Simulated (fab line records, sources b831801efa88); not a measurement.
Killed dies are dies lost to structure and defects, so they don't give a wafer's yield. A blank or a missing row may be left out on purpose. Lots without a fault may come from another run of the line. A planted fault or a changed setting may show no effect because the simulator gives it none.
Which tool did it? | flow sky130 | 6 lots, 18 wafers sampled, at 2 steps of a route of 708

WHAT THE GAUGES READ, wafer by wafer
SKY_VT_ADJUST_NCORE_TW_MEAS_11.
lot  | measured     | on            | VT_ADJUST_NCORE_TW
L827 | day 8 23:03  | film_metro-02 | 217.9 218.7 218.7
L832 | day 10 15:46 | film_metro-02 | 218.2 219.3 218.4
L835 | day 11 11:02 | film_metro-03 | 160.8 161.4 161.9
L840 | day 13 12:57 | film_metro-01 | 214.9 216.3 215.2
L844 | day 14 12:36 | film_metro-02 | 219.8 219.1 219.7
L847 | day 15 04:09 | film_metro-03 | 215.0 217.2 216.2

WHICH TOOL RAN EACH LOT (tool, then ch and the chambers of the sampled wafers, then the start)
lot  | SKY_VT_ADJUST_NCORE_IMPLANT_09
L827 | implanter-02 ch 0, day 8 22:48
L832 | implanter-03 ch 0, day 10 15:31
L835 | implanter-02 ch 0, day 11 10:49
L840 | implanter-01 ch 0, day 13 12:42
L844 | implanter-02 ch 0, day 14 12:21
L847 | implanter-03 ch 0, day 15 03:54
- SKY_VT_ADJUST_NCORE_IMPLANT_09

THE ANSWER, worked out from the rows above alone
Rule: what is usual is taken from the lots themselves. Put in order of their means at a reading, lots are off if they are a third of the lots or fewer, leave a main group of 4 or more, and stand apart from it by a gap of 3 or more times the standard deviation of the main group's means; of several such gaps the widest counts. A main group whose means are all the same, to the digits that the tables above print for the reading, isn't used. A lot without any number at a reading at which 4 lots or more have one is off too. The other lots that the step has rows for count as sound.
Off: L835, at SKY_VT_ADJUST_NCORE_TW_MEAS_11 (VT_ADJUST_NCORE_TW). The main group: mean 217.6, standard deviation 1.6.
A tool fits if, at a process step before that reading, it ran every lot that is off, and no sound lot after the first of them. The gauges at SKY_VT_ADJUST_NCORE_TW_MEAS_11 are tried like those tools. None of those tried fits.

WHAT THE SIMULATOR HAD PUT IN
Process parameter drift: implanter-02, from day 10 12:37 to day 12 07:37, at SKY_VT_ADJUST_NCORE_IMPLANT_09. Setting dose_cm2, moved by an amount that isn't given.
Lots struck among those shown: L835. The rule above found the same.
